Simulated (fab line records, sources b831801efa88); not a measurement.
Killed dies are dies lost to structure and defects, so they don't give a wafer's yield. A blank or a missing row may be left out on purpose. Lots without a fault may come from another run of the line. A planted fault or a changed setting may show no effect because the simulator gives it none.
fab line records | flow gf180mcu
record lots=24 wafers=72 last_day=34
route steps=602 shown HV_LDD@184 CONTACT@311 M4@460 MIM@510
lots that met no fault: from a run of the same line without faults
start_h: hours from the record's first day to the start of the lot's first wafer shown | wait_h: hours since the lot's step before | " the same as in the row above | L1.1+2: a row that stands for several wafers | - no value, or no start given | * or withheld: withheld | < > ~ a bound
route shown NAME@n: a module of which the file shows steps, and the number in the route of the first | usual: mean/standard deviation of fault-free wafers | same: alike in all rows | chamber/n: place in a boat | sites: the reading at each site | _std_site: their standard deviation | _edge_site: outer sites' mean less inner sites' | radius_mm: how far each site lies from the wafer's centre | mask NAME#n: copy n | behind: the tool/chamber that last shaped the wafer | hold: why the lot was held/for how many hours/how that ended | device: the transistor (n, p or np) that didn't switch | end of line: the same wafers' tests at the end of the route | a step without rows: its recipe alone | killed: dies lost to structure and defects at the first sort, not the wafer's yield | map: a wafer's dies, x killed, . not, _ none there
set.NAME: the setting as run; set.NAME@STEP: as run at that earlier step | model.NAME: the simulator's own value behind a step, which no gauge read
steps of the route over a sample of lots; a table a step, a row a wafer
services: from which hour (start_h, from the record's first day; less than 0 if before it) a tool's chamber was out of use, for how many hours, and why
## steps
# step GF_HV_LDD_OVL_MEAS_08
# usual HV_LDD_OVL=-0.9/1.4
# columns lot.wafer tool chamber start_h wait_h HV_LDD_OVL[nm]
L074.2 overlay-02 - 216.42 0.1 -1.9
L074.4 " - " " -2.1
L074.5 " - " " -1.8
L075.1 overlay-02 - 224.32 0.1 0.0
L075.2 " - " " -1.6
L075.6 " - " " -1.6
L076.3 overlay-02 - 230.77 0.1 -2.4
L076.4 " - " " -0.6
L076.5 " - " " -1.2
L077.3 overlay-01 - 238.56 0.1 -2.6
L077.4 " - " " -2.2
L077.6 " - " " -2.8
L078.2 overlay-02 - 243.98 0.1 0.7
L078.3 " - " " -0.2
L078.6 " - " " -0.9
L079.3 overlay-02 - 253.94 0.1 1.3
L079.5 " - " " -0.2
L079.6 " - " " -2.2
L080.1 overlay-02 - 261.78 0.1 1.5
L080.2 " - " " 1.5
L080.3 " - " " 1.7
L081.1 overlay-02 - 268.32 0.1 0.9
L081.3 " - " " -0.5
L081.6 " - " " -0.2
L082.1 overlay-01 - 279.76 0.1 -2.1
L082.2 " - " " -2.3
L082.6 " - " " -1.3
L083.3 overlay-02 - 288.49 0.1 -3.8
L083.4 " - " " -1.1
L083.5 " - " " -3.7
L084.1 overlay-01 - 295.02 0.1 0.5
L084.5 " - " " 0.9
L084.6 " - " " 0.7
L085.1 overlay-01 - 297.34 0.1 0.1
L085.5 " - " " 0.6
L085.6 " - " " -1.7
L086.3 overlay-01 - 307.81 0.1 -0.7
L086.4 " - " " -0.4
L086.6 " - " " -1.0
L087.1 overlay-02 - 313.76 0.1 -1.1
L087.3 " - " " -1.2
L087.6 " - " " 0.1
L088.1 overlay-01 - 314.07 0.1 -1.9
L088.2 " - " " -2.9
L088.4 " - " " -3.4
L089.4 overlay-01 - 334.83 0.1 -3.0
L089.5 " - " " -0.3
L089.6 " - " " -2.7
L090.1 overlay-01 - 341.27 0.1 0.7
L090.3 " - " " -0.4
L090.6 " - " " 0.4
L091.1 overlay-02 - 347.51 0.1 -2.1
L091.3 " - " " -2.0
L091.4 " - " " -2.0
L092.1 overlay-01 - 351.64 0.1 1.5
L092.4 " - " " 1.2
L092.5 " - " " -0.1
L093.1 overlay-02 - 360.34 0.1 -1.1
L093.2 " - " " -1.3
L093.3 " - " " -2.0
L094.1 overlay-02 - 368.86 0.1 0.0
L094.2 " - " " -0.8
L094.4 " - " " 2.0
L095.1 overlay-02 - 376.09 0.1 -3.1
L095.2 " - " " -2.0
L095.5 " - " " -2.8
L096.2 overlay-01 - 382.02 0.1 0.4
L096.4 " - " " -0.2
L096.5 " - " " -0.5
L097.4 overlay-02 - 386.16 0.1 0.2
L097.5 " - " " -1.2
L097.6 " - " " 0.7
# step GF_CONTACT_CVD_24
# recipe material=W target_thk_nm=300 time_s=90.339 temp_c=400 pressure_torr=40
# usual heater_power_w=790/93
# columns lot.wafer tool chamber start_h wait_h heater_power_w
L074.2 cvd_w-01 1 360.14 0.0 749
L074.4 " 1 " " 754
L074.5 " 1 " " 730
L075.1 cvd_w-02 1 369.89 0.0 802
L075.2 " 0 " " 723
L075.6 " 0 " " 735
L076.3 cvd_w-02 1 379.42 0.1 783
L076.4 " 0 " " 730
L076.5 " 0 " " 726
L077.3 cvd_w-02 1 389.29 0.1 798
L077.4 " 0 " " 743
L077.6 " 0 " " 736
L078.2 cvd_w-01 0 393.39 0.0 920
L078.3 " 0 " " 905
L078.6 " 0 " " 893
L079.3 cvd_w-01 0 407.74 0.1 928
L079.5 " 1 " " 739
L079.6 " 0 " " 916
L080.1 cvd_w-01 1 417.92 0.0 746
L080.2 " 0 " " 909
L080.3 " 0 " " 932
L081.1 cvd_w-02 0 427.88 0.0 656
L081.3 " 0 " " 652
L081.6 " 1 " " 805
L082.1 cvd_w-02 1 437.96 0.0 814
L082.2 " 0 " " 652
L082.6 " 0 " " 645
L083.3 cvd_w-02 0 449.50 0.1 659
L083.4 " 1 " " 801
L083.5 " 0 " " 659
L084.1 cvd_w-02 0 458.38 0.0 668
L084.5 " 0 " " 647
L084.6 " 1 " " 797
L085.1 cvd_w-02 1 460.92 0.0 803
L085.5 " 0 " " 654
L085.6 " 1 " " 773
L086.3 cvd_w-01 0 470.83 0.1 912
L086.4 " 1 " " 759
L086.6 " 0 " " 915
L087.1 cvd_w-01 1 478.30 0.0 736
L087.3 " 0 " " 910
L087.6 " 0 " " 913
L088.1 cvd_w-02 1 482.14 0.0 791
L088.2 " 0 " " 657
L088.4 " 1 " " 788
L089.4 cvd_w-01 1 502.50 0.1 772
L089.5 " 1 " " 747
L089.6 " 0 " " 928
L090.1 cvd_w-01 1 511.97 0.0 745
L090.3 " 0 " " 926
L090.6 " 1 " " 765
L091.1 cvd_w-01 0 517.76 0.0 920
L091.3 " 0 " " 944
L091.4 " 1 " " 734
L092.1 cvd_w-01 0 524.31 0.0 913
L092.4 " 0 " " 921
L092.5 " 0 " " 948
L093.1 cvd_w-01 0 529.56 0.0 951
L093.2 " 1 " " 741
L093.3 " 1 " " 752
L094.1 cvd_w-02 0 538.96 0.0 650
L094.2 " 1 " " 825
L094.4 " 1 " " 801
L095.1 cvd_w-01 0 548.16 0.0 914
L095.2 " 1 " " 741
L095.5 " 1 " " 739
L096.2 cvd_w-01 0 552.94 0.0 917
L096.4 " 1 " " 760
L096.5 " 1 " " 756
L097.4 cvd_w-02 1 556.25 0.1 800
L097.5 " 1 " " 813
L097.6 " 0 " " 662
# step GF_M4_SPUTTER_04
# recipe material=TiN target_thk_nm=50 power_w=6500 time_s=41.7 chamber_pressure_pa=0.4
# usual throttle_valve_pct=29.6/1
# columns lot.wafer tool chamber start_h wait_h throttle_valve_pct
L074.2 pvd_sputter-02 - 511.13 0.0 30.5
L074.4 " - " " 28.9
L074.5 " - " " 30.5
L075.1 pvd_sputter-01 - 520.81 0.0 31.1
L075.2 " - " " 29.4
L075.6 " - " " 30.9
L076.3 pvd_sputter-01 - 530.81 0.0 31.3
L076.4 " - " " 28.2
L076.5 " - " " 27.9
L077.3 pvd_sputter-04 - 541.19 0.0 28.9
L077.4 " - " " 29.0
L077.6 " - " " 29.3
L078.2 pvd_sputter-04 - 544.97 0.0 31.0
L078.3 " - " " 29.0
L078.6 " - " " 31.3
L079.3 pvd_sputter-04 - 558.47 0.0 31.0
L079.5 " - " " 29.9
L079.6 " - " " 28.9
L080.1 pvd_sputter-02 - 567.93 0.0 30.6
L080.2 " - " " 28.2
L080.3 " - " " 30.5
L081.1 pvd_sputter-02 - 577.15 0.0 29.1
L081.3 " - " " 30.4
L081.6 " - " " 28.4
L082.1 pvd_sputter-02 - 586.14 0.0 28.8
L082.2 " - " " 30.3
L082.6 " - " " 28.1
L083.3 pvd_sputter-01 - 599.06 0.0 29.3
L083.4 " - " " 31.4
L083.5 " - " " 28.2
L084.1 pvd_sputter-01 - 604.99 0.0 31.1
L084.5 " - " " 28.2
L084.6 " - " " 29.4
L085.1 pvd_sputter-04 - 608.44 0.0 29.2
L085.5 " - " " 31.0
L085.6 " - " " 29.8
L086.3 pvd_sputter-02 - 615.64 0.0 30.5
L086.4 " - " " 29.0
L086.6 " - " " 28.4
L087.1 pvd_sputter-02 - 622.66 0.0 30.5
L087.3 " - " " 30.4
L087.6 " - " " 29.2
L088.1 pvd_sputter-01 - 625.28 0.0 28.2
L088.2 " - " " 31.4
L088.4 " - " " 29.5
L089.4 pvd_sputter-04 - 640.67 0.0 29.9
L089.5 " - " " 29.0
L089.6 " - " " 31.0
L090.1 pvd_sputter-01 - 651.72 0.0 31.3
L090.3 " - " " 29.6
L090.6 " - " " 30.8
L091.1 pvd_sputter-02 - 654.74 0.0 28.9
L091.3 " - " " 28.2
L091.4 " - " " 30.4
L092.1 pvd_sputter-04 - 661.20 0.0 29.8
L092.4 " - " " 29.0
L092.5 " - " " 28.9
L093.1 pvd_sputter-04 - 666.31 0.0 29.8
L093.2 " - " " 29.3
L093.3 " - " " 29.0
L094.1 pvd_sputter-04 - 674.04 0.0 29.0
L094.2 " - " " 29.2
L094.4 " - " " 31.0
L095.1 pvd_sputter-04 - 681.41 0.0 29.7
L095.2 " - " " 29.2
L095.5 " - " " 29.9
L096.2 pvd_sputter-02 - 684.77 0.0 29.1
L096.4 " - " " 30.6
L096.5 " - " " 30.2
L097.4 pvd_sputter-02 - 687.36 0.0 28.8
L097.5 " - " " 30.6
L097.6 " - " " 30.3
# step GF_M4_CD_MEAS_14
# recipe target_cd_nm=280
# usual cd_nm=279.6/1.1
# columns lot.wafer tool chamber start_h wait_h cd_nm
L074.2 cd_sem-02 - 533.88 0.1 279.4
L074.4 " - " " 278.4
L074.5 " - " " 279.9
L075.1 cd_sem-02 - 543.64 0.1 279.5
L075.2 " - " " 278.1
L075.6 " - " " 278.9
L076.3 cd_sem-02 - 553.20 0.1 279.7
L076.4 " - " " 281.8
L076.5 " - " " 279.8
L077.3 cd_sem-02 - 563.13 0.1 279.9
L077.4 " - " " 280.2
L077.6 " - " " 279.6
L078.2 cd_sem-01 - 566.92 0.1 280.4
L078.3 " - " " 279.9
L078.6 " - " " 280.6
L079.3 cd_sem-02 - 579.53 0.1 278.2
L079.5 " - " " 279.3
L079.6 " - " " 277.7
L080.1 cd_sem-01 - 589.61 0.1 279.1
L080.2 " - " " 279.6
L080.3 " - " " 278.9
L081.1 cd_sem-01 - 597.69 0.1 279.7
L081.3 " - " " 278.5
L081.6 " - " " 278.0
L082.1 cd_sem-01 - 606.45 0.1 278.0
L082.2 " - " " 278.8
L082.6 " - " " 278.2
L083.3 cd_sem-02 - 619.99 0.1 279.3
L083.4 " - " " 279.0
L083.5 " - " " 279.1
L084.1 cd_sem-02 - 625.51 0.1 280.3
L084.5 " - " " 280.6
L084.6 " - " " 280.7
L085.1 cd_sem-01 - 628.40 0.1 280.8
L085.5 " - " " 280.6
L085.6 " - " " 280.5
L086.3 cd_sem-01 - 635.55 0.1 279.4
L086.4 " - " " 279.3
L086.6 " - " " 279.9
L087.1 cd_sem-01 - 643.01 0.1 279.9
L087.3 " - " " 280.0
L087.6 " - " " 279.9
L088.1 cd_sem-02 - 645.01 0.1 280.2
L088.2 " - " " 280.3
L088.4 " - " " 278.8
L089.4 cd_sem-01 - 660.50 0.1 277.5
L089.5 " - " " 278.5
L089.6 " - " " 277.7
L090.1 cd_sem-02 - 670.25 0.1 279.6
L090.3 " - " " 280.4
L090.6 " - " " 279.1
L091.1 cd_sem-02 - 673.90 0.1 279.4
L091.3 " - " " 278.9
L091.4 " - " " 279.3
L092.1 cd_sem-01 - 679.75 0.1 278.7
L092.4 " - " " 278.6
L092.5 " - " " 278.8
L093.1 cd_sem-01 - 685.31 0.1 280.9
L093.2 " - " " 280.8
L093.3 " - " " 280.6
L094.1 cd_sem-02 - 692.39 0.1 279.5
L094.2 " - " " 279.6
L094.4 " - " " 280.1
L095.1 cd_sem-01 - 699.40 0.1 280.9
L095.2 " - " " 280.8
L095.5 " - " " 280.5
L096.2 cd_sem-01 - 703.56 0.1 280.3
L096.4 " - " " 279.9
L096.5 " - " " 279.4
L097.4 cd_sem-02 - 705.81 0.1 281.5
L097.5 " - " " 282.4
L097.6 " - " " 281.8
# step GF_MIM_SPUTTER_07
# recipe material=TiN target_thk_nm=60 power_w=6500 time_s=50 chamber_pressure_pa=0.4
# usual throttle_valve_pct=29.6/0.93
# columns lot.wafer tool chamber start_h wait_h throttle_valve_pct
L074.2 pvd_sputter-03 - 560.15 0.0 30.0
L074.4 " - " " 28.9
L074.5 " - " " 29.6
L075.1 pvd_sputter-03 - 569.01 0.1 29.8
L075.2 " - " " 30.6
L075.6 " - " " 29.6
L076.3 pvd_sputter-04 - 578.52 0.0 29.0
L076.4 " - " " 29.8
L076.5 " - " " 29.2
L077.3 pvd_sputter-01 - 588.00 0.0 28.2
L077.4 " - " " 28.1
L077.6 " - " " 31.5
L078.2 pvd_sputter-04 - 591.67 0.0 31.1
L078.3 " - " " 28.9
L078.6 " - " " 30.9
L079.3 pvd_sputter-04 - 603.60 0.0 30.2
L079.5 " - " " 29.8
L079.6 " - " " 29.0
L080.1 pvd_sputter-01 - 613.72 0.1 28.4
L080.2 " - " " 29.4
L080.3 " - " " 31.0
L081.1 pvd_sputter-04 - 621.59 0.1 29.1
L081.3 " - " " 29.1
L081.6 " - " " 29.1
L082.1 pvd_sputter-03 - 629.96 0.1 29.8
L082.2 " - " " 29.1
L082.6 " - " " 30.5
L083.3 pvd_sputter-03 - 643.46 0.0 29.7
L083.4 " - " " 28.9
L083.5 " - " " 29.7
L084.1 pvd_sputter-04 - 648.72 0.1 29.3
L084.5 " - " " 31.1
L084.6 " - " " 29.3
L085.1 pvd_sputter-03 - 652.34 0.1 29.5
L085.5 " - " " 29.6
L085.6 " - " " 29.0
L086.3 pvd_sputter-01 - 659.29 0.0 31.0
L086.4 " - " " 29.3
L086.6 " - " " 29.3
L087.1 pvd_sputter-01 - 665.82 0.1 28.2
L087.3 " - " " 29.4
L087.6 " - " " 28.1
L088.1 pvd_sputter-03 - 667.39 0.1 30.7
L088.2 " - " " 29.6
L088.4 " - " " 29.7
L089.4 pvd_sputter-04 - 683.62 0.0 29.8
L089.5 " - " " 29.2
L089.6 " - " " 31.2
L090.1 pvd_sputter-04 - 692.45 0.1 29.1
L090.3 " - " " 29.0
L090.6 " - " " 30.8
L091.1 pvd_sputter-04 - 696.77 0.1 31.2
L091.3 " - " " 28.9
L091.4 " - " " 29.1
L092.1 pvd_sputter-03 - 701.02 0.1 28.8
L092.4 " - " " 30.4
L092.5 " - " " 30.5
L093.1 pvd_sputter-04 - 706.44 0.1 29.2
L093.2 " - " " 28.9
L093.3 " - " " 30.9
L094.1 pvd_sputter-01 - 714.46 0.1 30.8
L094.2 " - " " 28.2
L094.4 " - " " 28.4
L095.1 pvd_sputter-04 - 720.99 0.1 28.7
L095.2 " - " " 31.1
L095.5 " - " " 31.1
L096.2 pvd_sputter-04 - 724.49 0.0 29.1
L096.4 " - " " 29.7
L096.5 " - " " 30.1
L097.4 pvd_sputter-04 - 727.70 0.0 29.0
L097.5 " - " " 31.1
L097.6 " - " " 29.0
# step GF_MIM_STRIP_20
# recipe chemistry=O2/N2 power_w=1400 pressure_mtorr=1500 platen_temp_c=250 o2_flow_sccm=3000 n2_flow_sccm=300 overash_fraction=0.5
# usual drypump_motor_current_A=5.8/0.36 heater_power_w=334/39 oes_product_au=0.692/0.0053 platen_temp_c=249.99/0.19 strip_time_to_endpoint_s=11.21/0.037
# columns lot.wafer tool chamber start_h wait_h drypump_motor_current_A heater_power_w oes_product_au platen_temp_c rf_hours_counter_h strip_time_to_endpoint_s
L074.2 plasma_asher-03 0 581.82 0.0 5.3 313 0.700 250.08 84 11.29
L074.4 " 0 " " 5.4 324 0.683 249.93 - 11.27
L074.5 " 1 " " 5.4 370 0.689 249.65 - 11.25
L075.1 plasma_asher-04 1 590.57 0.0 6.2 300 0.687 249.66 53 11.14
L075.2 " 0 " " 5.9 382 0.690 249.99 53 11.17
L075.6 " 1 " " 6.3 285 0.687 250.14 - 11.16
L076.3 plasma_asher-04 0 600.00 0.1 5.8 384 0.693 249.84 - 11.21
L076.4 " 1 " " 6.2 297 0.684 250.12 - 11.18
L076.5 " 1 " " 6.2 296 0.695 250.02 - 11.17
L077.3 plasma_asher-04 0 609.32 0.1 5.9 385 0.693 250.00 - 11.24
L077.4 " 1 " " 6.3 288 0.692 250.02 - 11.18
L077.6 " 0 " " 5.9 380 0.693 250.05 - 11.22
L078.2 plasma_asher-02 1 612.71 0.1 5.5 286 0.687 250.04 93 11.22
L078.3 " 1 " " 5.5 297 0.688 249.79 - 11.16
L078.6 " 1 " " 5.5 290 0.682 250.12 - 11.27
L079.3 plasma_asher-02 1 624.22 0.1 5.5 286 0.696 250.11 - 11.19
L079.5 " 1 " " 5.5 292 0.698 250.20 - 11.23
L079.6 " 0 " " 6.2 335 0.691 250.21 - 11.22
L080.1 plasma_asher-04 0 634.24 0.0 5.9 385 0.694 250.16 57 11.19
L080.2 " 1 " " 6.3 301 0.683 250.34 57 11.18
L080.3 " 1 " " 6.2 292 0.697 250.35 - 11.19
L081.1 plasma_asher-02 0 641.47 0.0 6.2 336 0.688 249.95 96 11.22
L081.3 " 0 " " 6.2 347 0.697 250.15 - 11.21
L081.6 " 0 " " 6.2 340 0.685 250.13 - 11.21
L082.1 plasma_asher-03 0 650.78 0.0 5.4 326 0.700 250.06 91 11.27
L082.2 " 1 " " 5.5 371 0.699 249.93 91 11.24
L082.6 " 1 " " 5.5 364 0.688 250.02 - 11.20
L083.3 plasma_asher-03 0 662.55 0.1 5.3 318 0.692 250.00 - 11.25
L083.4 " 1 " " 5.4 376 0.685 250.12 - 11.18
L083.5 " 0 " " 5.3 323 0.689 249.78 - 11.23
L084.1 plasma_asher-02 1 668.19 0.0 5.5 296 0.692 249.64 99 11.24
L084.5 " 1 " " 5.5 287 0.689 249.98 - 11.25
L084.6 " 0 " " 6.2 333 0.709 250.22 - 11.28
L085.1 plasma_asher-04 0 670.86 0.1 5.9 388 0.693 249.87 61 11.20
L085.5 " 1 " " 6.3 293 0.691 249.99 - 11.25
L085.6 " 0 " " 5.9 381 0.692 249.98 - 11.28
L086.3 plasma_asher-03 0 678.61 0.1 5.3 317 0.696 250.20 - 11.22
L086.4 " 1 " " 5.5 375 0.691 249.95 - 11.22
L086.6 " 0 " " 5.3 321 0.698 250.37 - 11.20
L087.1 plasma_asher-04 1 684.42 0.0 6.3 292 0.684 250.35 62 11.17
L087.3 " 0 " " 5.9 388 0.689 249.61 - 11.18
L087.6 " 1 " " 6.2 297 0.688 250.29 - 11.14
L088.1 plasma_asher-02 0 686.93 0.0 6.2 334 0.699 250.15 101 11.24
L088.2 " 1 " " 5.5 291 0.695 249.61 101 11.30
L088.4 " 1 " " 5.5 288 0.690 249.85 - 11.27
L089.4 plasma_asher-03 1 702.80 0.1 5.4 376 0.695 249.89 - 11.25
L089.5 " 0 " " 5.3 323 0.688 250.29 - 11.23
L089.6 " 1 " " 5.4 373 0.693 249.93 - 11.27
L090.1 plasma_asher-04 1 711.33 0.0 6.3 294 0.686 249.99 65 11.25
L090.3 " 1 " " 6.3 286 0.682 250.06 - 11.21
L090.6 " 1 " " 6.3 294 0.701 249.74 - 11.23
L091.1 plasma_asher-02 1 714.74 0.0 5.5 285 0.691 249.93 103 11.18
L091.3 " 0 " " 6.2 332 0.688 250.20 - 11.16
L091.4 " 1 " " 5.5 301 0.698 250.06 - 11.22
L092.1 plasma_asher-04 1 718.30 0.1 6.3 294 0.701 250.18 66 11.17
L092.4 " 0 " " 5.8 378 0.696 249.83 - 11.21
L092.5 " 1 " " 6.3 293 0.693 249.87 - 11.17
L093.1 plasma_asher-03 1 724.54 0.0 5.5 364 0.686 249.69 99 11.17
L093.2 " 0 " " 5.3 313 0.686 250.09 99 11.18
L093.3 " 1 " " 5.5 370 0.688 249.68 - 11.18
L094.1 plasma_asher-03 1 731.97 0.0 5.4 369 0.693 250.20 100 11.16
L094.2 " 0 " " 5.4 314 0.691 249.46 100 11.19
L094.4 " 1 " " 5.5 377 0.681 250.13 - 11.20
L095.1 plasma_asher-04 0 737.69 0.0 5.9 386 0.695 249.93 68 11.24
L095.2 " 1 " " 6.2 295 0.695 250.05 68 11.24
L095.5 " 0 " " 5.9 394 0.698 249.87 - 11.24
L096.2 plasma_asher-04 0 741.77 0.0 5.9 386 0.682 250.00 68 11.18
L096.4 " 0 " " 5.9 385 0.678 250.20 - 11.16
L096.5 " 1 " " 6.3 287 0.690 250.02 - 11.16
L097.4 plasma_asher-04 0 744.71 0.1 5.9 380 0.690 249.96 - 11.18
L097.5 " 0 " " 5.8 383 0.691 250.03 - 11.19
L097.6 " 1 " " 6.3 286 0.693 249.61 - 11.21
## services
# columns tool chamber start_h hours kind
cvd_w-01 0 337.30 11.5 repair
cvd_w-02 - 343.82 2.8 pm
plasma_asher-04 - 368.14 0.5 repair
plasma_asher-04 - 370.12 6.4 repair
pvd_sputter-01 - 370.15 1.7 repair
cvd_w-02 - 390.00 14.0 pm
plasma_asher-03 - 398.89 5.1 repair
cvd_w-02 1 421.71 1.7 repair
pvd_sputter-02 - 504.67 0.6 repair
pvd_sputter-04 - 518.18 3.9 repair
pvd_sputter-03 - 518.79 9.6 repair
cvd_w-02 1 523.07 10.2 repair
pvd_sputter-04 - 527.09 1.4 repair
plasma_asher-03 - 529.05 8.3 repair
pvd_sputter-02 - 530.60 9.0 repair
pvd_sputter-01 - 538.07 8.1 repair
cvd_w-01 - 569.70 1.0 repair
cvd_w-01 - 607.92 1.1 repair
pvd_sputter-03 - 608.10 1.5 repair
cvd_w-02 - 655.23 1.9 repair
pvd_sputter-04 - 657.40 3.5 repair
pvd_sputter-03 - 687.17 4.4 repair
cvd_w-01 0 724.14 6.2 repair
plasma_asher-04 - 733.09 2.3 repair
## key
fault none
